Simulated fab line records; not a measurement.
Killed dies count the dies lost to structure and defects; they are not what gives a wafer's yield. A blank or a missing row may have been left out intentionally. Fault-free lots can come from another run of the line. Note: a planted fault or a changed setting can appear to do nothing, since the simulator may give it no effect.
Which tool did it? ; flow sky130 ; 14 lots with 42 wafers sampled at 3 steps, on a route of 708 steps

WHAT THE GAUGES READ, wafer by wafer
SKY_VT_ADJUST_PCH_OVL_MEAS_07.
lot;measured;on;VT_ADJUST_PCH_OVL (nm)
L468;day 10 05:00;overlay-02;-0.8 1.4 1.2
L469;day 10 14:18;overlay-01;1.3 1.8 0.9
L470;day 11 00:33;overlay-01;2.0 -0.3 1.7
L471;day 11 04:49;overlay-01;-2.7 0.0 -3.1
L473;day 11 16:42;overlay-01;0.3 2.6 0.4
L474;day 12 04:27;overlay-01;1.0 -1.3 -0.3
L475;day 12 08:57;overlay-01;1.1 -0.1 -0.5
L476;day 12 15:39;overlay-02;-0.7 -1.4 -1.2
L477;day 13 03:52;overlay-01;-1.0 0.8 -2.0
L479;day 13 18:33;overlay-01;0.5 1.8 2.8
L483;day 15 00:09;overlay-01;- - -
L487;day 16 13:21;overlay-02;- - -
L488;day 16 22:38;overlay-01;1.1 -0.4 1.5
L489;day 17 05:46;overlay-02;-1.7 -0.1 -1.4

SKY_VT_ADJUST_PCH_TW_MEAS_10.
lot;measured;on;VT_ADJUST_PCH_TW
L468;day 10 05:17;film-metro-04;143.5 144.0 143.9
L469;day 10 14:35;film-metro-01;140.9 140.3 141.0
L470;day 11 00:53;film-metro-01;140.3 141.0 140.7
L471;day 11 05:06;film-metro-04;145.5 144.2 144.6
L473;day 11 16:59;film-metro-01;141.2 141.1 140.6
L474;day 12 04:50;film-metro-03;144.8 145.6 144.8
L475;day 12 09:14;film-metro-03;145.2 144.5 144.6
L476;day 12 15:56;film-metro-01;140.3 139.8 140.7
L477;day 13 04:09;film-metro-01;140.7 140.4 139.9
L479;day 13 18:50;film-metro-01;139.5 140.2 139.5
L483;day 15 00:26;film-metro-03;30.4 30.5 30.5
L487;day 16 13:38;film-metro-03;30.2 30.5 30.5
L488;day 16 22:55;film-metro-03;144.6 144.5 144.6
L489;day 17 06:03;film-metro-01;140.6 139.8 140.5

WHAT TOOL EACH LOT RAN ON (gives the tool, then ch and the chambers of the sampled wafers, and finally the start)
lot;SKY_VT_ADJUST_PCH_DEVELOP_06
L468;litho-track-02 ch 0, day 10 04:00
L469;litho-track-02 ch 0, day 10 14:00
L470;litho-track-03 ch 0, day 11 00:00
L471;litho-track-04 ch 0, day 11 04:00
L473;litho-track-03 ch 0, day 11 16:00
L474;litho-track-03 ch 0, day 12 04:00
L475;litho-track-02 ch 0, day 12 08:00
L476;litho-track-03 ch 0, day 12 15:00
L477;litho-track-03 ch 0, day 13 03:00
L479;litho-track-02 ch 0, day 13 18:00
L483;litho-track-02 ch 0, day 15 00:00
L487;litho-track-02 ch 0, day 16 13:00
L488;litho-track-04 ch 0, day 16 22:00
L489;litho-track-04 ch 0, day 17 05:00
- SKY_VT_ADJUST_PCH_DEVELOP_06: develop time 60 s.

AS READ BY THE TOOLS THEMSELVES (means over the sampled wafers that have a number; for cases with no such wafer, the mark the record gives instead)
SKY_VT_ADJUST_PCH_DEVELOP_06.
lot;tool;chill-plate-temp-C (C);exhaust-pa (Pa);resist-line-temp-C (C)
L468;litho-track-02;23.02;45.8;22.96
L469;litho-track-02;22.95;44.8;22.87
L470;litho-track-03;22.84;45.6;22.93
L471;litho-track-04;23.02;45.9;23.16
L473;litho-track-03;23.00;44.5;22.97
L474;litho-track-03;23.08;44.6;22.92
L475;litho-track-02;22.95;45.4;22.95
L476;litho-track-03;23.05;45.0;23.12
L477;litho-track-03;23.08;43.9;23.10
L479;litho-track-02;23.05;44.1;23.04
L483;litho-track-02;22.79;45.2;23.09
L487;litho-track-02;23.06;44.1;22.95
L488;litho-track-04;22.94;43.8;22.98
L489;litho-track-04;22.89;46.0;23.05

THE ANSWER, worked out from the rows above alone
Rule: usual is defined by the lots themselves. Put in order of their means at a reading, lots are off if they are a third of the lots or fewer, leave a main group of 4 or more, and stand apart from it by a gap of 3 or more times the standard deviation of the main group's means; of several such gaps the widest counts. If all means in a main group match to the digits the tables above print for the reading, that group is not used. Also off: a lot with no number at a reading for which 4 or more lots have one. Any other lot the step has rows for is counted as sound. First the gauges in route order, then the tools' own readings, where a lot's mean is used as printed above. At the first step where some lot is off, the reading lying furthest off is the one used; lots without a number count as furthest.
Off: L483, L487, seen at SKY_VT_ADJUST_PCH_OVL_MEAS_07 (VT_ADJUST_PCH_OVL). Without a number there: L483, L487. Main group: mean 0.1 nm, sd 1.1.
If a tool, at a process step before that reading, ran all the lots that are off and no sound lot after the first of them, it fits. Not tried: the gauges at SKY_VT_ADJUST_PCH_OVL_MEAS_07; whatever is off there is also off at SKY_VT_ADJUST_PCH_TW_MEAS_10, on other tools, and gauge error can't account for it. One fits: SKY_VT_ADJUST_PCH_DEVELOP_06 on litho-track-02. A fault onset in the window from L479 (day 13 18:00, its last sound lot) to L483 (day 15 00:00, its first lot off) fits.

WHAT WAS PUT IN BY THE SIMULATOR
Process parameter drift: litho-track-02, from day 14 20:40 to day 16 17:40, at SKY_VT_ADJUST_PCH_DEVELOP_06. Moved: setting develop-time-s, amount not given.
Struck lots among those shown: L483, L487. The same result came from the rule above.
